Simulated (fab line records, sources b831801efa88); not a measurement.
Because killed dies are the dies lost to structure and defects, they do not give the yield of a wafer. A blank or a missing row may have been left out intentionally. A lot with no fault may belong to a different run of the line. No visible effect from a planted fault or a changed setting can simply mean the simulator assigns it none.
A single fault, viewed from 2 desks    flow gf180mcu    every desk sees just its own numbers, and what lay behind them comes last

## THE METROLOGY DESK
What the gauges read for every lot (on any tool): the sampled wafers with a number, averaged. Any lot whose mean is over 4 standard deviations away from the usual mean is out of limits and marked OUT; that distance is given in the brackets.
Columns: A = cd nm at GF_HV_LDD_CD_MEAS_31, usual 400.3 nm; B = HV_LDD_RS at GF_HV_LDD_RS_MEAS_53, usual 418.4 ohm/sq
lot   first seen here  A      B
L483  day 11 11:54     398.1  418.8
L484  day 11 20:58     398.3  419.4
L485  day 12 04:10     402.6  417.6
L486  day 12 11:15     399.0  416.6
L487  day 13 04:22     401.4  418.0
L494  day 15 17:22     400.3  421.9
L496  day 16 06:12     400.6  421.4
L495  day 16 07:40     402.7  421.8
L499  day 17 05:59     401.8  418.2
L501  day 17 10:16     394.5  417.9
L503  day 18 05:33     401.8  417.9
L506  day 19 04:12     396.4  419.7
This desk's verdict: no lot among the 12 shows anything out of limits.

## FOR THE TOOL OWNER'S DESK: implanter-04
For each lot that ran on this tool, the mean over its sampled wafers that have a number, from the tool's own readings at GF_HV_LDD_IMPLANT_35. Any lot whose mean is over 4 standard deviations away from the usual mean is out of limits and marked OUT; that distance is given in the brackets.
Columns: A = dose ions cm2 at GF_HV_LDD_IMPLANT_35, usual 7.501e+12; B = faraday current uA at GF_HV_LDD_IMPLANT_35, usual 42.4
lot   first seen here  A                            B
L484  day 11 21:26     7.508e+12                    42.4
L486  day 12 11:42     7.504e+12                    42.4
L494  day 15 17:50     6.342e+12 (-99 or more) OUT  35.5 (-7.9) OUT
L495  day 16 08:07     6.349e+12 (-99 or more) OUT  35.4 (-8.0) OUT
L506  day 19 04:40     7.503e+12                    42.8
This desk finds L494, L495 out of limits, L494 being first, at day 15 17:50 (dose ions cm2 at GF_HV_LDD_IMPLANT_35). L484, L486, L506: within limits.

## BROUGHT TOGETHER
At day 15 17:50, on L494, L495, the tool owner's desk was in a position to raise an alarm.
Nothing out of limits was seen by the metrology desk.
The metrology desk has L494, L495 on record, within its limits.
The lots listed all ran GF_HV_LDD_IMPLANT_35 on implanter-04.

## WHAT WAS PUT IN BY THE SIMULATOR
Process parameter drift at GF_HV_LDD_IMPLANT_35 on implanter-04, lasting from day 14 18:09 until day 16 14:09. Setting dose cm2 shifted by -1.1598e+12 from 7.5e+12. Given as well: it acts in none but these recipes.
Shown lots that were struck: L494, L495.
Delay in hours, fault start to first out-of-limits reading, by desk: the tool owner's desk at 24.
